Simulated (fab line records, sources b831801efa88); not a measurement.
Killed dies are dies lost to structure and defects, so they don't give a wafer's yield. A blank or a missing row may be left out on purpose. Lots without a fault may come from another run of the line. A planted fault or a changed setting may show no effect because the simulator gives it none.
fab line records | flow gf180mcu
record lots=10 wafers=30 last_day=34
route steps=602 shown SAB@275 V1@350 M4@458 V4@491
lots that met no fault: from a run of the same line without faults
start_h: hours from the record's first day to the start of the lot's first wafer shown | wait_h: hours since the lot's step before | " the same as in the row above | L1.1+2: a row that stands for several wafers | - no value, or no start given | * or withheld: withheld | < > ~ a bound
route shown NAME@n: a module of which the file shows steps, and the number in the route of the first | usual: mean/standard deviation of fault-free wafers | same: alike in all rows | chamber/n: place in a boat | sites: the reading at each site | _std_site: their standard deviation | _edge_site: outer sites' mean less inner sites' | radius_mm: how far each site lies from the wafer's centre | mask NAME#n: copy n | behind: the tool/chamber that last shaped the wafer | hold: why the lot was held/for how many hours/how that ended | device: the transistor (n, p or np) that didn't switch | end of line: the same wafers' tests at the end of the route | a step without rows: its recipe alone | killed: dies lost to structure and defects at the first sort, not the wafer's yield | map: a wafer's dies, x killed, . not, _ none there
set.NAME: the setting as run; set.NAME@STEP: as run at that earlier step | model.NAME: the simulator's own value behind a step, which no gauge read
steps of the route over a sample of lots; a table a step, a row a wafer
services: from which hour (start_h, from the record's first day; less than 0 if before it) a tool's chamber was out of use, for how many hours, and why
## steps
# step GF_SAB_ETCH_11
# recipe chemistry=C4F8/O2/Ar mask_material=NOVOLAK target=SiO2 target_depth_nm=55 source_w=1500 bias_w=1200 pressure_mtorr=40 c4f8_flow_sccm=withheld O2_flow_sccm=6 Ar_flow_sccm=300 time_s=8.5
# usual oes_product_au=1.005/0.0076 rf_fwd_power_W=1472/7.7
# columns lot.wafer tool chamber start_h wait_h oes_product_au rf_fwd_power_W
L788.1 rie_diel-04 0 335.91 0.0 1.001 1479
L788.2 " 3 " " 1.007 1461
L788.5 " 3 " " 1.008 1472
L789.1 rie_diel-03 3 347.60 0.0 0.992 1477
L789.3 " 0 " " 1.002 1458
L789.4 " 1 " " 0.995 1477
L790.1 rie_diel-03 3 356.70 0.0 0.997 1472
L790.2 " 2 " " 0.999 1484
L790.5 " 3 " " 0.985 1471
L792.1 rie_diel-04 0 371.54 0.0 1.014 1488
L792.5 " 3 " " 1.005 1465
L792.6 " 2 " " 1.011 1467
L798.2 rie_diel-02 3 428.20 0.0 1.019 1481
L798.3 " 1 " " 1.004 1467
L798.5 " 2 " " 1.011 1472
L804.1 rie_diel-03 2 474.74 0.0 0.995 1483
L804.3 " 3 " " 0.997 1465
L804.6 " 1 " " 1.012 1479
L805.1 rie_diel-02 2 486.29 0.0 1.008 1472
L805.4 " 3 " " 1.008 1474
L805.5 " 1 " " 0.999 1468
L807.3 rie_diel-02 3 503.05 0.0 1.009 1474
L807.4 " 1 " " 1.003 1466
L807.5 " 3 " " 1.010 1480
L808.1 rie_diel-03 1 507.84 0.0 1.013 1476
L808.4 " 3 " " 1.010 1475
L808.5 " 3 " " 1.003 1464
L810.1 rie_diel-03 2 528.70 0.0 0.992 1483
L810.3 " 1 " " 1.000 1468
L810.6 " 3 " " 0.993 1468
# step GF_V1_OVL_MEAS_15
# usual V1_OVL=0/5
# columns lot.wafer tool chamber start_h wait_h V1_OVL[nm]
L788.1 overlay-02 - 408.15 0.1 3
L788.2 " - " " 4
L788.5 " - " " -1
L789.1 overlay-01 - 420.86 0.1 -4
L789.3 " - " " 0
L789.4 " - " " 3
L790.1 overlay-02 - 430.11 0.1 7
L790.2 " - " " 13
L790.5 " - " " 12
L792.1 overlay-02 - 447.61 0.1 2
L792.5 " - " " 4
L792.6 " - " " -1
L798.2 overlay-01 - 505.07 0.1 12
L798.3 " - " " 4
L798.5 " - " " 7
L804.1 overlay-01 - 550.90 0.1 -1
L804.3 " - " " -4
L804.6 " - " " -4
L805.1 overlay-01 - 558.95 0.1 -1
L805.4 " - " " 8
L805.5 " - " " 2
L807.3 overlay-01 - 574.97 0.1 -4
L807.4 " - " " -4
L807.5 " - " " -2
L808.1 overlay-01 - 579.81 0.1 -2
L808.4 " - " " -4
L808.5 " - " " 2
L810.1 overlay-01 - 598.80 0.1 -3
L810.3 " - " " -4
L810.6 " - " " -5
# step GF_M4_SPUTTER_02
# recipe material=AlCu target_thk_nm=450 power_w=10600 time_s=23.9 chamber_pressure_pa=0.4
# usual chamber_pressure_pa=0.4001/0.00082 throttle_valve_pct=30.4/0.65
# columns lot.wafer tool chamber start_h wait_h chamber_pressure_pa throttle_valve_pct
L788.1 pvd_sputter-02 - 511.58 0.0 0.3998 30.5
L788.2 " - " " 0.4008 30.5
L788.5 " - " " 0.3999 30.9
L789.1 pvd_sputter-02 - 524.67 0.0 0.4005 30.8
L789.3 " - " " 0.4016 30.7
L789.4 " - " " 0.3989 30.5
L790.1 pvd_sputter-01 - 533.53 0.0 0.3999 30.1
L790.2 " - " " 0.3993 30.1
L790.5 " - " " 0.4009 30.2
L792.1 pvd_sputter-03 - 549.44 0.0 0.3985 31.6
L792.5 " - " " 0.3996 31.1
L792.6 " - " " 0.4006 30.7
L798.2 pvd_sputter-02 - 601.60 0.0 0.3984 30.6
L798.3 " - " " 0.4003 30.7
L798.5 " - " " 0.4009 30.9
L804.1 pvd_sputter-01 - 642.51 0.0 0.3999 29.5
L804.3 " - " " 0.4014 30.2
L804.6 " - " " 0.4000 30.4
L805.1 pvd_sputter-01 - 649.52 0.0 0.6905 22.6
L805.4 " - " " 0.6879 22.7
L805.5 " - " " 0.6892 23.0
L807.3 pvd_sputter-01 - 664.93 0.0 0.6882 22.8
L807.4 " - " " 0.6891 23.1
L807.5 " - " " 0.6904 22.7
L808.1 pvd_sputter-02 - 668.38 0.0 0.4000 30.4
L808.4 " - " " 0.3992 30.7
L808.5 " - " " 0.4007 31.0
L810.1 pvd_sputter-02 - 685.34 0.0 0.4009 29.9
L810.3 " - " " 0.3980 30.7
L810.6 " - " " 0.4002 30.9
# step GF_M4_RS_MEAS_05
# recipe thk_meas_gauge=four-point-probe reads=TiN_of_M4_SPUTTER_04+Ti_of_M4_SPUTTER_03+AlCu_of_M4_SPUTTER_02+TiN_of_M4_SPUTTER_01+Ti_of_M4_SPUTTER_00
# usual M4_ALCU_RS=0.0694/0.00073
# columns lot.wafer tool chamber start_h wait_h hold M4_ALCU_RS[ohm/sq]
L788.1 film_metro-02 - 511.67 0.0 - 0.0692
L788.2 " - " " - 0.0691
L788.5 " - " " - 0.0696
L789.1 film_metro-02 - 524.76 0.0 - 0.0694
L789.3 " - " " - 0.0692
L789.4 " - " " - 0.0693
L790.1 film_metro-01 - 533.62 0.0 - 0.0703
L790.2 " - " " - 0.0698
L790.5 " - " " - 0.0705
L792.1 film_metro-04 - 549.53 0.0 - 0.0691
L792.5 " - " " - 0.0692
L792.6 " - " " - 0.0696
L798.2 film_metro-04 - 601.71 0.0 - 0.0699
L798.3 " - " " - 0.0699
L798.5 " - " " - 0.0706
L804.1 film_metro-04 - 642.60 0.0 - 0.0692
L804.3 " - " " - 0.0695
L804.6 " - " " - 0.0689
L805.1 film_metro-02 - 649.61 0.0 await_dispo/0.2h/release 0.0793
L805.4 " - " " await_dispo/0.2h/release 0.0795
L805.5 " - " " await_dispo/0.2h/release 0.0798
L805.1 film_metro-02 - 650.07 0.4 - 0.0794
L805.4 " - " " - 0.0794
L805.5 " - " " - 0.0798
L807.3 film_metro-02 - 665.06 0.1 await_dispo/0.2h/release 0.0824
L807.4 " - " " await_dispo/0.2h/release 0.0825
L807.5 " - " " await_dispo/0.2h/release 0.0823
L807.3 film_metro-02 - 665.35 0.3 - 0.0826
L807.4 " - " " - 0.0826
L807.5 " - " " - 0.0822
L808.1 film_metro-04 - 668.47 0.0 - 0.0692
L808.4 " - " " - 0.0691
L808.5 " - " " - 0.0690
L810.1 film_metro-01 - 685.43 0.0 - 0.0681
L810.3 " - " " - 0.0682
L810.6 " - " " - 0.0681
# step GF_M4_THK_MEAS_06
# recipe thk_meas_gauge=xrf reads=AlCu_of_M4_SPUTTER_02
# usual M4_ALCU_THK=440/4.8
# columns lot.wafer tool chamber start_h wait_h hold M4_ALCU_THK[nm]
L788.1 film_metro-02 - 511.79 0.1 - 441
L788.2 " - " " - 443
L788.5 " - " " - 440
L789.1 film_metro-02 - 524.88 0.1 - 440
L789.3 " - " " - 441
L789.4 " - " " - 437
L790.1 film_metro-01 - 533.74 0.1 - 438
L790.2 " - " " - 440
L790.5 " - " " - 436
L792.1 film_metro-04 - 549.65 0.1 - 441
L792.5 " - " " - 440
L792.6 " - " " - 438
L798.2 film_metro-04 - 601.82 0.1 - 435
L798.3 " - " " - 436
L798.5 " - " " - 434
L804.1 film_metro-04 - 642.72 0.1 - 439
L804.3 " - " " - 439
L804.6 " - " " - 442
L805.1 film_metro-02 - 657.96 7.9 await_dispo/0.2h/release 387
L805.4 " - " " await_dispo/0.2h/release 384
L805.5 " - " " await_dispo/0.2h/release 385
L805.1 film_metro-02 - 658.19 0.2 - 385
L805.4 " - " " - 383
L805.5 " - " " - 384
L807.3 film_metro-02 - 668.42 3.1 await_dispo/0.2h/release 370
L807.4 " - " " await_dispo/0.2h/release 370
L807.5 " - " " await_dispo/0.2h/release 371
L807.3 film_metro-02 - 668.67 0.2 - 371
L807.4 " - " " - 370
L807.5 " - " " - 372
L808.1 film_metro-04 - 668.59 0.1 - 441
L808.4 " - " " - 442
L808.5 " - " " - 445
L810.1 film_metro-01 - 685.55 0.1 - 449
L810.3 " - " " - 451
L810.6 " - " " - 451
# step GF_M4_METAL_ETCH_16
# recipe chemistry=Cl2/BCl3 mask_material=KrF target_depth_nm=627.5 stop_on=SiO2 pressure_mtorr=8 icp_w=800 bias_w=140 Cl2_flow_sccm=80 bcl3_flow_sccm=40 time_s=104.6
# usual drypump_motor_current_A=6.03/0.27 mfc_cl2_sccm=79.90/0.27 oes_product_au=0.973/0.0066 rf_fwd_power_W=794.4/2.5 throttle_valve_pct=28.249/0.0095
# columns lot.wafer tool chamber start_h wait_h drypump_motor_current_A mfc_cl2_sccm oes_product_au rf_fwd_power_W rf_hours_counter_h throttle_valve_pct
L788.1 rie_metal-02 0 534.54 0.0 6.13 79.33 0.982 794.0 12 28.246
L788.2 " 0 " " 6.14 79.89 0.983 795.9 - 28.241
L788.5 " 0 " " 6.13 79.80 0.968 798.8 - 28.246
L789.1 rie_metal-02 1 547.79 0.0 5.97 80.01 0.976 793.5 0 28.252
L789.3 " 1 " " 5.98 79.77 0.979 791.4 - 28.248
L789.4 " 0 " " 6.15 79.95 0.976 795.4 - 28.242
L790.1 rie_metal-02 0 556.34 0.0 6.14 79.86 0.963 795.7 13 28.257
L790.2 " 1 " " 5.98 80.20 0.971 792.0 0 28.242
L790.5 " 0 " " 6.13 80.32 0.966 799.0 - 28.240
L792.1 rie_metal-03 1 571.34 0.0 5.64 79.64 0.984 793.0 11 28.267
L792.5 " 1 " " 5.63 79.90 0.978 792.9 - 28.254
L792.6 " 0 " " 6.40 79.92 0.974 792.3 - 28.260
L798.2 rie_metal-01 0 622.05 0.0 6.38 80.20 0.966 789.7 3 28.258
L798.3 " 0 " " 6.34 80.03 0.966 794.2 - 28.249
L798.5 " 0 " " 6.33 79.96 0.967 789.3 - 28.248
L804.1 rie_metal-02 0 662.63 0.0 6.13 80.26 0.981 796.6 3 28.255
L804.3 " 1 " " 5.98 79.59 0.978 797.6 - 28.251
L804.6 " 0 " " 6.14 79.81 0.963 792.9 - 28.239
L805.1 rie_metal-03 1 669.18 0.0 5.65 80.19 0.924 795.1 1 28.317
L805.4 " 0 " " 6.40 80.23 0.928 798.4 - 28.286
L805.5 " 0 " " 6.40 80.09 0.915 795.4 - 28.301
L807.3 rie_metal-03 1 684.33 0.1 5.64 80.01 0.910 792.7 - 28.313
L807.4 " 0 " " 6.44 80.21 0.899 792.1 - 28.312
L807.5 " 1 " " 5.64 80.12 0.911 794.6 - 28.318
L808.1 rie_metal-01 1 687.93 0.0 5.63 79.71 0.973 795.8 3 28.247
L808.4 " 0 " " 6.32 79.65 0.970 797.9 - 28.238
L808.5 " 1 " " 5.63 80.17 0.976 794.0 - 28.256
L810.1 rie_metal-02 0 703.54 0.0 6.14 79.84 0.987 793.7 4 28.240
L810.3 " 0 " " 6.14 79.81 0.982 797.8 - 28.226
L810.6 " 0 " " 6.14 80.08 0.982 797.5 - 28.254
# step GF_V4_OVL_MEAS_15
# usual V4_OVL=1/4.5
# columns lot.wafer tool chamber start_h wait_h V4_OVL[nm]
L788.1 overlay-02 - 558.46 0.1 1
L788.2 " - " " 3
L788.5 " - " " 6
L789.1 overlay-01 - 571.00 0.1 4
L789.3 " - " " 0
L789.4 " - " " -2
L790.1 overlay-01 - 579.47 0.1 10
L790.2 " - " " 2
L790.5 " - " " 10
L792.1 overlay-01 - 593.71 0.1 3
L792.5 " - " " 0
L792.6 " - " " -4
L798.2 overlay-02 - 643.11 0.1 -8
L798.3 " - " " -8
L798.5 " - " " -4
L804.1 overlay-01 - 683.16 0.1 2
L804.3 " - " " 1
L804.6 " - " " -4
L805.1 overlay-01 - 689.16 0.1 -1
L805.4 " - " " -8
L805.5 " - " " -2
L807.3 overlay-02 - 704.01 0.1 2
L807.4 " - " " 4
L807.5 " - " " 2
L808.1 overlay-01 - 707.75 0.1 -3
L808.4 " - " " 6
L808.5 " - " " -2
L810.1 overlay-02 - 722.60 0.1 0
L810.3 " - " " 3
L810.6 " - " " 1
## services
# columns tool chamber start_h hours kind
rie_diel-04 1 330.40 12.9 repair
rie_diel-04 3 337.12 4.4 repair
rie_metal-02 - 337.39 0.9 repair
rie_metal-03 - 341.86 2.8 pm
rie_diel-02 3 359.14 5.8 repair
rie_diel-03 1 376.67 5.0 repair
rie_diel-02 2 378.40 15.2 repair
pvd_sputter-01 - 387.58 1.8 repair
rie_diel-02 2 401.54 8.6 repair
rie_diel-02 1 409.36 2.6 repair
rie_diel-02 1 418.51 8.4 repair
rie_diel-03 1 476.31 6.8 repair
rie_diel-02 3 496.07 3.3 repair
rie_diel-02 1 496.17 4.0 repair
rie_diel-02 - 529.23 2.8 pm
rie_diel-02 2 535.74 2.2 repair
rie_diel-02 3 566.31 2.5 repair
rie_diel-03 1 616.49 27.2 repair
rie_diel-02 3 616.61 3.6 repair
rie_diel-02 3 630.17 5.3 repair
rie_diel-03 3 633.58 1.2 repair
pvd_sputter-02 - 636.51 1.5 repair
rie_diel-03 - 661.00 0.5 repair
rie_diel-02 0 662.18 2.2 repair
## key
first_sign step=GF_M4_SPUTTER_02 reading=chamber_pressure_pa direction=up sigmas=99+ usual=0.4001 struck=0.6892
effect step=GF_M4_SPUTTER_02 reading=throttle_valve_pct direction=down sigmas=12 usual=30.4 struck=22.8
effect step=GF_M4_RS_MEAS_05 reading=visit direction=added
effect step=GF_M4_RS_MEAS_05 reading=M4_ALCU_RS direction=up sigmas=16 usual=0.0694 struck=0.0810
effect step=GF_M4_THK_MEAS_06 reading=visit direction=added
effect step=GF_M4_THK_MEAS_06 reading=M4_ALCU_THK direction=down sigmas=13 usual=440 struck=378
effect step=GF_M4_METAL_ETCH_16 reading=oes_product_au direction=down sigmas=8.8 usual=0.973 struck=0.914
met_at GF_M4_SPUTTER_02
struck_lots L805,L807
not_acting_at GF_SAB_ETCH_11,GF_V1_OVL_MEAS_15,GF_V4_OVL_MEAS_15
onset_between 642.51 649.52
fault kind=process_parameter_drift tool=pvd_sputter-01 chamber=- onset_h=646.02 steps=GF_M4_SPUTTER_02 channel=chamber_pressure_pa offset=0.28829 shape=step end_h=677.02 acts_in=these_recipes_only stated=0.4
